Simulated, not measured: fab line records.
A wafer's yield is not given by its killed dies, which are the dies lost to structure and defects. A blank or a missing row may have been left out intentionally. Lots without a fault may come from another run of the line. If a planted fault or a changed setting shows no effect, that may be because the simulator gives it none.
Which of the tools did it? || flow gf180mcu || Sampling: 24 lots, 72 wafers, 6 of 602 route steps

== WHAT THE GAUGES READ, wafer by wafer ==
GF_HV_LDD_THK_MEAS_57.
{"lot": "L074", "measured": "day 12 10:21", "on": "film_metro-02", "HV_LDD_CVD_56_THK (nm)": "89.7 88.5 89.1"}
{"lot": "L075", "measured": "day 12 21:52", "on": "film_metro-03", "HV_LDD_CVD_56_THK (nm)": "91.2 90.5 91.1"}
{"lot": "L076", "measured": "day 13 04:04", "on": "film_metro-01", "HV_LDD_CVD_56_THK (nm)": "90.4 89.7 90.5"}
{"lot": "L077", "measured": "day 13 10:25", "on": "film_metro-03", "HV_LDD_CVD_56_THK (nm)": "89.8 89.8 89.9"}
{"lot": "L078", "measured": "day 13 18:04", "on": "film_metro-01", "HV_LDD_CVD_56_THK (nm)": "90.6 90.8 90.2"}
{"lot": "L079", "measured": "day 14 06:45", "on": "film_metro-01", "HV_LDD_CVD_56_THK (nm)": "89.9 89.8 90.3"}
{"lot": "L080", "measured": "day 14 10:58", "on": "film_metro-01", "HV_LDD_CVD_56_THK (nm)": "90.2 89.4 90.1"}
{"lot": "L081", "measured": "day 14 22:17", "on": "film_metro-02", "HV_LDD_CVD_56_THK (nm)": "90.5 89.5 90.1"}
{"lot": "L082", "measured": "day 15 05:08", "on": "film_metro-01", "HV_LDD_CVD_56_THK (nm)": "89.2 89.6 89.5"}
{"lot": "L083", "measured": "day 15 16:01", "on": "film_metro-02", "HV_LDD_CVD_56_THK (nm)": "90.1 89.9 90.3"}
{"lot": "L084", "measured": "day 15 22:11", "on": "film_metro-01", "HV_LDD_CVD_56_THK (nm)": "89.0 89.3 89.2"}
{"lot": "L085", "measured": "day 16 06:59", "on": "film_metro-03", "HV_LDD_CVD_56_THK (nm)": "89.2 89.0 89.0"}
{"lot": "L086", "measured": "day 16 11:50", "on": "film_metro-03", "HV_LDD_CVD_56_THK (nm)": "91.0 90.1 90.9"}
{"lot": "L087", "measured": "day 16 22:49", "on": "film_metro-02", "HV_LDD_CVD_56_THK (nm)": "89.7 89.4 89.8"}
{"lot": "L088", "measured": "day 17 02:05", "on": "film_metro-03", "HV_LDD_CVD_56_THK (nm)": "89.2 88.9 88.8"}
{"lot": "L089", "measured": "day 17 15:43", "on": "film_metro-01", "HV_LDD_CVD_56_THK (nm)": "91.4 91.4 91.4"}
{"lot": "L090", "measured": "day 17 18:28", "on": "film_metro-01", "HV_LDD_CVD_56_THK (nm)": "89.2 90.2 89.7"}
{"lot": "L091", "measured": "day 18 05:42", "on": "film_metro-03", "HV_LDD_CVD_56_THK (nm)": "90.3 90.6 90.8"}
{"lot": "L092", "measured": "day 18 14:36", "on": "film_metro-01", "HV_LDD_CVD_56_THK (nm)": "89.9 90.6 90.2"}
{"lot": "L093", "measured": "day 18 23:11", "on": "film_metro-02", "HV_LDD_CVD_56_THK (nm)": "88.8 89.0 89.1"}
{"lot": "L094", "measured": "day 19 03:58", "on": "film_metro-02", "HV_LDD_CVD_56_THK (nm)": "90.5 90.0 91.1"}
{"lot": "L095", "measured": "day 19 16:43", "on": "film_metro-01", "HV_LDD_CVD_56_THK (nm)": "89.2 89.4 89.3"}
{"lot": "L096", "measured": "day 20 00:42", "on": "film_metro-02", "HV_LDD_CVD_56_THK (nm)": "89.5 89.3 88.8"}
{"lot": "L097", "measured": "day 20 11:18", "on": "film_metro-01", "HV_LDD_CVD_56_THK (nm)": "90.0 89.8 90.2"}

GF_CONTACT_RS_MEAS_25: uses a four-point probe to measure.
{"lot": "L074", "measured": "day 15 23:26", "on": "film_metro-03", "CONTACT_W_RS (ohm/sq)": "0.384 0.380 0.377"}
{"lot": "L075", "measured": "day 16 11:58", "on": "film_metro-02", "CONTACT_W_RS (ohm/sq)": "0.379 0.377 0.377"}
{"lot": "L076", "measured": "day 16 21:31", "on": "film_metro-03", "CONTACT_W_RS (ohm/sq)": "0.381 0.373 0.378"}
{"lot": "L077", "measured": "day 17 04:35", "on": "film_metro-01", "CONTACT_W_RS (ohm/sq)": "0.372 0.379 0.374"}
{"lot": "L078", "measured": "day 17 13:13", "on": "film_metro-03", "CONTACT_W_RS (ohm/sq)": "0.373 0.379 0.383"}
{"lot": "L079", "measured": "day 18 03:04", "on": "film_metro-03", "CONTACT_W_RS (ohm/sq)": "0.374 0.375 0.378"}
{"lot": "L080", "measured": "day 18 06:28", "on": "film_metro-03", "CONTACT_W_RS (ohm/sq)": "0.380 0.382 0.377"}
{"lot": "L081", "measured": "day 18 21:40", "on": "film_metro-01", "CONTACT_W_RS (ohm/sq)": "0.380 0.386 0.379"}
{"lot": "L082", "measured": "day 19 05:10", "on": "film_metro-03", "CONTACT_W_RS (ohm/sq)": "0.380 0.378 0.381"}
{"lot": "L083", "measured": "day 19 17:19", "on": "film_metro-02", "CONTACT_W_RS (ohm/sq)": "0.379 0.382 0.385"}
{"lot": "L084", "measured": "day 19 22:56", "on": "film_metro-02", "CONTACT_W_RS (ohm/sq)": "0.380 0.378 0.376"}
{"lot": "L085", "measured": "day 20 07:14", "on": "film_metro-03", "CONTACT_W_RS (ohm/sq)": "0.384 0.383 0.382"}
{"lot": "L086", "measured": "day 20 13:26", "on": "film_metro-03", "CONTACT_W_RS (ohm/sq)": "0.383 0.384 0.383"}
{"lot": "L087", "measured": "day 21 01:15", "on": "film_metro-03", "CONTACT_W_RS (ohm/sq)": "0.383 0.385 0.381"}
{"lot": "L088", "measured": "day 21 04:41", "on": "film_metro-02", "CONTACT_W_RS (ohm/sq)": "0.377 0.382 0.374"}
{"lot": "L089", "measured": "day 21 19:16", "on": "film_metro-02", "CONTACT_W_RS (ohm/sq)": "0.383 0.382 0.384"}
{"lot": "L090", "measured": "day 21 21:19", "on": "film_metro-02", "CONTACT_W_RS (ohm/sq)": "0.378 0.378 0.377"}
{"lot": "L091", "measured": "day 22 08:01", "on": "film_metro-03", "CONTACT_W_RS (ohm/sq)": "0.378 0.378 0.381"}
{"lot": "L092", "measured": "day 22 17:46", "on": "film_metro-02", "CONTACT_W_RS (ohm/sq)": "0.382 0.377 0.381"}
{"lot": "L093", "measured": "day 23 00:45", "on": "film_metro-02", "CONTACT_W_RS (ohm/sq)": "0.379 0.381 0.380"}
{"lot": "L094", "measured": "day 23 05:25", "on": "film_metro-02", "CONTACT_W_RS (ohm/sq)": "0.385 0.382 0.375"}
{"lot": "L095", "measured": "day 23 18:30", "on": "film_metro-03", "CONTACT_W_RS (ohm/sq)": "0.384 0.386 0.385"}
{"lot": "L096", "measured": "day 24 01:36", "on": "film_metro-03", "CONTACT_W_RS (ohm/sq)": "0.377 0.379 0.377"}
{"lot": "L097", "measured": "day 24 10:34", "on": "film_metro-03", "CONTACT_W_RS (ohm/sq)": "0.389 0.391 0.386"}

GF_PASSIVATION_THK_MEAS_03.
{"lot": "L074", "measured": "day 27 23:29", "on": "film_metro-03", "PASSIVATION_CVD_02_THK (nm)": "701 705 705"}
{"lot": "L075", "measured": "day 28 11:19", "on": "film_metro-01", "PASSIVATION_CVD_02_THK (nm)": "697 696 705"}
{"lot": "L076", "measured": "day 28 19:52", "on": "film_metro-01", "PASSIVATION_CVD_02_THK (nm)": "677 685 683"}
{"lot": "L077", "measured": "day 29 01:14", "on": "film_metro-02", "PASSIVATION_CVD_02_THK (nm)": "687 684 699"}
{"lot": "L078", "measured": "day 29 07:22", "on": "film_metro-01", "PASSIVATION_CVD_02_THK (nm)": "698 701 705"}
{"lot": "L079", "measured": "day 29 18:01", "on": "film_metro-02", "PASSIVATION_CVD_02_THK (nm)": "692 698 690"}
{"lot": "L080", "measured": "day 29 21:41", "on": "film_metro-02", "PASSIVATION_CVD_02_THK (nm)": "685 694 704"}
{"lot": "L081", "measured": "day 30 07:25", "on": "film_metro-01", "PASSIVATION_CVD_02_THK (nm)": "696 696 701"}
{"lot": "L082", "measured": "day 30 16:23", "on": "film_metro-01", "PASSIVATION_CVD_02_THK (nm)": "698 716 710"}
{"lot": "L083", "measured": "day 31 02:03", "on": "film_metro-01", "PASSIVATION_CVD_02_THK (nm)": "703 696 713"}
{"lot": "L084", "measured": "day 31 04:29", "on": "film_metro-02", "PASSIVATION_CVD_02_THK (nm)": "698 694 710"}
{"lot": "L085", "measured": "day 31 11:03", "on": "film_metro-03", "PASSIVATION_CVD_02_THK (nm)": "699 699 706"}
{"lot": "L086", "measured": "day 31 16:14", "on": "film_metro-03", "PASSIVATION_CVD_02_THK (nm)": "686 699 700"}
{"lot": "L087", "measured": "day 32 01:16", "on": "film_metro-01", "PASSIVATION_CVD_02_THK (nm)": "691 696 705"}
{"lot": "L088", "measured": "day 32 03:26", "on": "film_metro-02", "PASSIVATION_CVD_02_THK (nm)": "692 703 707"}
{"lot": "L089", "measured": "day 32 13:17", "on": "film_metro-03", "PASSIVATION_CVD_02_THK (nm)": "702 716 707"}
{"lot": "L090", "measured": "day 32 15:29", "on": "film_metro-01", "PASSIVATION_CVD_02_THK (nm)": "677 685 697"}
{"lot": "L091", "measured": "day 32 20:34", "on": "film_metro-03", "PASSIVATION_CVD_02_THK (nm)": "701 713 711"}
{"lot": "L092", "measured": "day 33 05:56", "on": "film_metro-03", "PASSIVATION_CVD_02_THK (nm)": "694 690 702"}
{"lot": "L093", "measured": "day 33 11:14", "on": "film_metro-02", "PASSIVATION_CVD_02_THK (nm)": "684 699 701"}
{"lot": "L094", "measured": "day 33 14:23", "on": "film_metro-03", "PASSIVATION_CVD_02_THK (nm)": "686 697 700"}
{"lot": "L095", "measured": "day 33 21:36", "on": "film_metro-02", "PASSIVATION_CVD_02_THK (nm)": "708 691 709"}
{"lot": "L096", "measured": "day 34 02:07", "on": "film_metro-03", "PASSIVATION_CVD_02_THK (nm)": "697 691 703"}
{"lot": "L097", "measured": "day 34 09:38", "on": "film_metro-02", "PASSIVATION_CVD_02_THK (nm)": "696 691 706"}

== WHICH TOOL RAN EACH LOT (tool, then ch and the chambers of the sampled wafers, then the start) ==
{"lot": "L074", "GF_V2_ETCH_16": "rie_diel-03 ch 0,1,3, day 20 02:51", "GF_V3_SPUTTER_22": "pvd_sputter-01, day 22 06:44", "GF_V5_CVD_02": "pecvd-01 ch 1,2, day 26 03:49"}
{"lot": "L075", "GF_V2_ETCH_16": "rie_diel-03 ch 0,2,3, day 20 16:27", "GF_V3_SPUTTER_22": "pvd_sputter-01, day 22 19:55", "GF_V5_CVD_02": "pecvd-02 ch 0,1,2, day 26 16:13"}
{"lot": "L076", "GF_V2_ETCH_16": "rie_diel-01 ch 1,2, day 21 02:08", "GF_V3_SPUTTER_22": "pvd_sputter-01, day 23 04:46", "GF_V5_CVD_02": "pecvd-02 ch 1,2, day 26 23:52"}
{"lot": "L077", "GF_V2_ETCH_16": "rie_diel-04 ch 0,1, day 21 09:06", "GF_V3_SPUTTER_22": "pvd_sputter-02, day 23 11:33", "GF_V5_CVD_02": "pecvd-02 ch 0,1, day 27 06:08"}
{"lot": "L078", "GF_V2_ETCH_16": "rie_diel-03 ch 0,1,2, day 21 18:41", "GF_V3_SPUTTER_22": "pvd_sputter-04, day 23 20:25", "GF_V5_CVD_02": "pecvd-04 ch 0,1, day 27 12:46"}
{"lot": "L079", "GF_V2_ETCH_16": "rie_diel-03 ch 0,1,3, day 22 08:06", "GF_V3_SPUTTER_22": "pvd_sputter-01, day 24 08:46", "GF_V5_CVD_02": "pecvd-04 ch 0,1, day 28 00:46"}
{"lot": "L080", "GF_V2_ETCH_16": "rie_diel-01 ch 0,1,2, day 22 11:18", "GF_V3_SPUTTER_22": "pvd_sputter-04, day 24 12:11", "GF_V5_CVD_02": "pecvd-04 ch 0,1, day 28 03:38"}
{"lot": "L081", "GF_V2_ETCH_16": "rie_diel-04 ch 2,3, day 23 00:24", "GF_V3_SPUTTER_22": "pvd_sputter-02, day 25 00:10", "GF_V5_CVD_02": "pecvd-01 ch 0,1, day 28 14:40"}
{"lot": "L082", "GF_V2_ETCH_16": "rie_diel-04 ch 0,2,3, day 23 09:20", "GF_V3_SPUTTER_22": "pvd_sputter-01, day 25 08:34", "GF_V5_CVD_02": "pecvd-02 ch 0,2, day 28 21:37"}
{"lot": "L083", "GF_V2_ETCH_16": "rie_diel-03 ch 0,1, day 23 20:30", "GF_V3_SPUTTER_22": "pvd_sputter-01, day 25 20:12", "GF_V5_CVD_02": "pecvd-02 ch 0,1,2, day 29 09:34"}
{"lot": "L084", "GF_V2_ETCH_16": "rie_diel-03 ch 1,2,3, day 24 01:45", "GF_V3_SPUTTER_22": "pvd_sputter-04, day 26 00:50", "GF_V5_CVD_02": "pecvd-01 ch 0,2, day 29 12:55"}
{"lot": "L085", "GF_V2_ETCH_16": "rie_diel-01 ch 0,1,2, day 24 09:28", "GF_V3_SPUTTER_22": "pvd_sputter-04, day 26 08:10", "GF_V5_CVD_02": "pecvd-04 ch 0,1,2, day 29 19:38"}
{"lot": "L086", "GF_V2_ETCH_16": "rie_diel-04 ch 0,3, day 24 15:29", "GF_V3_SPUTTER_22": "pvd_sputter-02, day 26 13:55", "GF_V5_CVD_02": "pecvd-01 ch 0,1,2, day 30 01:07"}
{"lot": "L087", "GF_V2_ETCH_16": "rie_diel-03 ch 2,3, day 25 01:47", "GF_V3_SPUTTER_22": "pvd_sputter-01, day 26 22:55", "GF_V5_CVD_02": "pecvd-04 ch 0,1,2, day 30 10:58"}
{"lot": "L088", "GF_V2_ETCH_16": "rie_diel-04 ch 0,2, day 25 04:48", "GF_V3_SPUTTER_22": "pvd_sputter-02, day 27 02:16", "GF_V5_CVD_02": "pecvd-04 ch 0,2, day 30 12:31"}
{"lot": "L089", "GF_V2_ETCH_16": "rie_diel-04 ch 0,1,2, day 25 17:24", "GF_V3_SPUTTER_22": "pvd_sputter-01, day 27 14:37", "GF_V5_CVD_02": "pecvd-04 ch 0,1,2, day 30 23:10"}
{"lot": "L090", "GF_V2_ETCH_16": "rie_diel-03 ch 1,2,3, day 25 21:15", "GF_V3_SPUTTER_22": "pvd_sputter-04, day 27 17:45", "GF_V5_CVD_02": "pecvd-04 ch 1,2, day 31 02:41"}
{"lot": "L091", "GF_V2_ETCH_16": "rie_diel-03 ch 0,1,2, day 26 05:03", "GF_V3_SPUTTER_22": "pvd_sputter-02, day 28 00:46", "GF_V5_CVD_02": "pecvd-01 ch 0,2, day 31 07:40"}
{"lot": "L092", "GF_V2_ETCH_16": "rie_diel-04 ch 2,3, day 26 15:00", "GF_V3_SPUTTER_22": "pvd_sputter-01, day 28 10:43", "GF_V5_CVD_02": "pecvd-02 ch 0,1, day 31 18:07"}
{"lot": "L093", "GF_V2_ETCH_16": "rie_diel-03 ch 0,2, day 26 20:02", "GF_V3_SPUTTER_22": "pvd_sputter-02, day 28 16:10", "GF_V5_CVD_02": "pecvd-04 ch 0,1,2, day 31 22:28"}
{"lot": "L094", "GF_V2_ETCH_16": "rie_diel-04 ch 0,2, day 26 23:59", "GF_V3_SPUTTER_22": "pvd_sputter-04, day 28 19:37", "GF_V5_CVD_02": "pecvd-04 ch 1,2, day 32 02:46"}
{"lot": "L095", "GF_V2_ETCH_16": "rie_diel-04 ch 0,2, day 27 11:38", "GF_V3_SPUTTER_22": "pvd_sputter-02, day 29 06:16", "GF_V5_CVD_02": "pecvd-01 ch 0,1, day 32 10:22"}
{"lot": "L096", "GF_V2_ETCH_16": "rie_diel-03 ch 0,3, day 27 17:53", "GF_V3_SPUTTER_22": "pvd_sputter-04, day 29 12:35", "GF_V5_CVD_02": "pecvd-02 ch 0,1, day 32 15:31"}
{"lot": "L097", "GF_V2_ETCH_16": "rie_diel-01 ch 0,2,3, day 28 01:29", "GF_V3_SPUTTER_22": "pvd_sputter-02, day 29 19:40", "GF_V5_CVD_02": "pecvd-04 ch 0,2, day 32 22:49"}
- GF_V2_ETCH_16: etches BARC in N2/H2.
- GF_V3_SPUTTER_22: material TiN, target thk 10 nm, time 40 s.
- GF_V5_CVD_02: deposits SiO2 from TEOS, target thk 1450 nm, time 163.28 s.

== WHAT THE TOOLS THEMSELVES READ (means of the sampled wafers that have a number; where no wafer has one, the mark that the record gives instead) ==
GF_V2_ETCH_16.
{"lot": "L074", "tool": "rie_diel-03", "drypump_motor_current_A (A)": 5.7, "oes_product_au (a.u.)": 0.854, "throttle_valve_pct (%)": 13.226}
{"lot": "L075", "tool": "rie_diel-03", "drypump_motor_current_A (A)": 5.7, "oes_product_au (a.u.)": 0.858, "throttle_valve_pct (%)": 13.226}
{"lot": "L076", "tool": "rie_diel-01", "drypump_motor_current_A (A)": 5.9, "oes_product_au (a.u.)": 0.851, "throttle_valve_pct (%)": 13.226}
{"lot": "L077", "tool": "rie_diel-04", "drypump_motor_current_A (A)": 5.7, "oes_product_au (a.u.)": 0.856, "throttle_valve_pct (%)": 13.217}
{"lot": "L078", "tool": "rie_diel-03", "drypump_motor_current_A (A)": 5.5, "oes_product_au (a.u.)": 0.856, "throttle_valve_pct (%)": 13.216}
{"lot": "L079", "tool": "rie_diel-03", "drypump_motor_current_A (A)": 5.7, "oes_product_au (a.u.)": 0.859, "throttle_valve_pct (%)": 13.235}
{"lot": "L080", "tool": "rie_diel-01", "drypump_motor_current_A (A)": 5.8, "oes_product_au (a.u.)": 0.858, "throttle_valve_pct (%)": 13.229}
{"lot": "L081", "tool": "rie_diel-04", "drypump_motor_current_A (A)": 5.6, "oes_product_au (a.u.)": 0.857, "throttle_valve_pct (%)": 13.232}
{"lot": "L082", "tool": "rie_diel-04", "drypump_motor_current_A (A)": 5.6, "oes_product_au (a.u.)": 0.855, "throttle_valve_pct (%)": 13.221}
{"lot": "L083", "tool": "rie_diel-03", "drypump_motor_current_A (A)": 5.5, "oes_product_au (a.u.)": 0.850, "throttle_valve_pct (%)": 13.225}
{"lot": "L084", "tool": "rie_diel-03", "drypump_motor_current_A (A)": 5.6, "oes_product_au (a.u.)": 0.858, "throttle_valve_pct (%)": 13.227}
{"lot": "L085", "tool": "rie_diel-01", "drypump_motor_current_A (A)": 5.8, "oes_product_au (a.u.)": 0.853, "throttle_valve_pct (%)": 13.221}
{"lot": "L086", "tool": "rie_diel-04", "drypump_motor_current_A (A)": 5.7, "oes_product_au (a.u.)": 0.859, "throttle_valve_pct (%)": 13.232}
{"lot": "L087", "tool": "rie_diel-03", "drypump_motor_current_A (A)": 5.6, "oes_product_au (a.u.)": 0.856, "throttle_valve_pct (%)": 13.224}
{"lot": "L088", "tool": "rie_diel-04", "drypump_motor_current_A (A)": 5.4, "oes_product_au (a.u.)": 0.852, "throttle_valve_pct (%)": 13.225}
{"lot": "L089", "tool": "rie_diel-04", "drypump_motor_current_A (A)": 5.5, "oes_product_au (a.u.)": 0.856, "throttle_valve_pct (%)": 13.229}
{"lot": "L090", "tool": "rie_diel-03", "drypump_motor_current_A (A)": 5.6, "oes_product_au (a.u.)": 0.852, "throttle_valve_pct (%)": 13.233}
{"lot": "L091", "tool": "rie_diel-03", "drypump_motor_current_A (A)": 5.5, "oes_product_au (a.u.)": 0.860, "throttle_valve_pct (%)": 13.237}
{"lot": "L092", "tool": "rie_diel-04", "drypump_motor_current_A (A)": 5.8, "oes_product_au (a.u.)": 0.852, "throttle_valve_pct (%)": 13.223}
{"lot": "L093", "tool": "rie_diel-03", "drypump_motor_current_A (A)": 5.6, "oes_product_au (a.u.)": 0.859, "throttle_valve_pct (%)": 13.221}
{"lot": "L094", "tool": "rie_diel-04", "drypump_motor_current_A (A)": 5.4, "oes_product_au (a.u.)": 0.858, "throttle_valve_pct (%)": 13.227}
{"lot": "L095", "tool": "rie_diel-04", "drypump_motor_current_A (A)": 5.4, "oes_product_au (a.u.)": 0.853, "throttle_valve_pct (%)": 13.219}
{"lot": "L096", "tool": "rie_diel-03", "drypump_motor_current_A (A)": 5.8, "oes_product_au (a.u.)": 0.854, "throttle_valve_pct (%)": 13.227}
{"lot": "L097", "tool": "rie_diel-01", "drypump_motor_current_A (A)": 5.7, "oes_product_au (a.u.)": 0.854, "throttle_valve_pct (%)": 13.211}

GF_V3_SPUTTER_22.
{"lot": "L074", "tool": "pvd_sputter-01", "throttle_valve_pct (%)": 29.8}
{"lot": "L075", "tool": "pvd_sputter-01", "throttle_valve_pct (%)": 30.1}
{"lot": "L076", "tool": "pvd_sputter-01", "throttle_valve_pct (%)": 30.1}
{"lot": "L077", "tool": "pvd_sputter-02", "throttle_valve_pct (%)": 30.7}
{"lot": "L078", "tool": "pvd_sputter-04", "throttle_valve_pct (%)": 29.5}
{"lot": "L079", "tool": "pvd_sputter-01", "throttle_valve_pct (%)": 30.1}
{"lot": "L080", "tool": "pvd_sputter-04", "throttle_valve_pct (%)": 29.9}
{"lot": "L081", "tool": "pvd_sputter-02", "throttle_valve_pct (%)": 30.8}
{"lot": "L082", "tool": "pvd_sputter-01", "throttle_valve_pct (%)": 30.1}
{"lot": "L083", "tool": "pvd_sputter-01", "throttle_valve_pct (%)": 30.1}
{"lot": "L084", "tool": "pvd_sputter-04", "throttle_valve_pct (%)": 30.5}
{"lot": "L085", "tool": "pvd_sputter-04", "throttle_valve_pct (%)": 29.7}
{"lot": "L086", "tool": "pvd_sputter-02", "throttle_valve_pct (%)": 30.2}
{"lot": "L087", "tool": "pvd_sputter-01", "throttle_valve_pct (%)": 29.6}
{"lot": "L088", "tool": "pvd_sputter-02", "throttle_valve_pct (%)": 30.7}
{"lot": "L089", "tool": "pvd_sputter-01", "throttle_valve_pct (%)": 29.9}
{"lot": "L090", "tool": "pvd_sputter-04", "throttle_valve_pct (%)": 29.5}
{"lot": "L091", "tool": "pvd_sputter-02", "throttle_valve_pct (%)": 30.3}
{"lot": "L092", "tool": "pvd_sputter-01", "throttle_valve_pct (%)": 29.8}
{"lot": "L093", "tool": "pvd_sputter-02", "throttle_valve_pct (%)": 30.5}
{"lot": "L094", "tool": "pvd_sputter-04", "throttle_valve_pct (%)": 30.3}
{"lot": "L095", "tool": "pvd_sputter-02", "throttle_valve_pct (%)": 30.3}
{"lot": "L096", "tool": "pvd_sputter-04", "throttle_valve_pct (%)": 29.3}
{"lot": "L097", "tool": "pvd_sputter-02", "throttle_valve_pct (%)": 30.6}

GF_V5_CVD_02.
{"lot": "L074", "tool": "pecvd-01", "heater_power_w (W)": 655}
{"lot": "L075", "tool": "pecvd-02", "heater_power_w (W)": 643}
{"lot": "L076", "tool": "pecvd-02", "heater_power_w (W)": 744}
{"lot": "L077", "tool": "pecvd-02", "heater_power_w (W)": 629}
{"lot": "L078", "tool": "pecvd-04", "heater_power_w (W)": 668}
{"lot": "L079", "tool": "pecvd-04", "heater_power_w (W)": 641}
{"lot": "L080", "tool": "pecvd-04", "heater_power_w (W)": 676}
{"lot": "L081", "tool": "pecvd-01", "heater_power_w (W)": 605}
{"lot": "L082", "tool": "pecvd-02", "heater_power_w (W)": 601}
{"lot": "L083", "tool": "pecvd-02", "heater_power_w (W)": 662}
{"lot": "L084", "tool": "pecvd-01", "heater_power_w (W)": 647}
{"lot": "L085", "tool": "pecvd-04", "heater_power_w (W)": 563}
{"lot": "L086", "tool": "pecvd-01", "heater_power_w (W)": 637}
{"lot": "L087", "tool": "pecvd-04", "heater_power_w (W)": 598}
{"lot": "L088", "tool": "pecvd-04", "heater_power_w (W)": 549}
{"lot": "L089", "tool": "pecvd-04", "heater_power_w (W)": 626}
{"lot": "L090", "tool": "pecvd-04", "heater_power_w (W)": 547}
{"lot": "L091", "tool": "pecvd-01", "heater_power_w (W)": 584}
{"lot": "L092", "tool": "pecvd-02", "heater_power_w (W)": 773}
{"lot": "L093", "tool": "pecvd-04", "heater_power_w (W)": 578}
{"lot": "L094", "tool": "pecvd-04", "heater_power_w (W)": 528}
{"lot": "L095", "tool": "pecvd-01", "heater_power_w (W)": 617}
{"lot": "L096", "tool": "pecvd-02", "heater_power_w (W)": 649}
{"lot": "L097", "tool": "pecvd-04", "heater_power_w (W)": 583}

== THE ANSWER, worked out from the rows above alone ==
Rule: what is usual is taken from the lots themselves. Put in order of their means at a reading, lots are off if they are a third of the lots or fewer, leave a main group of 4 or more, and stand apart from it by a gap of 3 or more times the standard deviation of the main group's means; of several such gaps the widest counts. A main group is skipped when, at the precision printed for the reading in the tables above, its means are all equal. Also off: a lot with no number at a reading for which 4 or more lots have one. The other lots that the step has rows for count as sound. The gauges are gone through in route order, then the tools' own readings, and for those a lot's mean is taken as printed above. At the first step where some lot is off, the reading lying furthest off is the one used; lots without a number count as furthest.
No lot is off at any reading shown: from this, nothing can be told.

== WHAT THE SIMULATOR PUT IN ==
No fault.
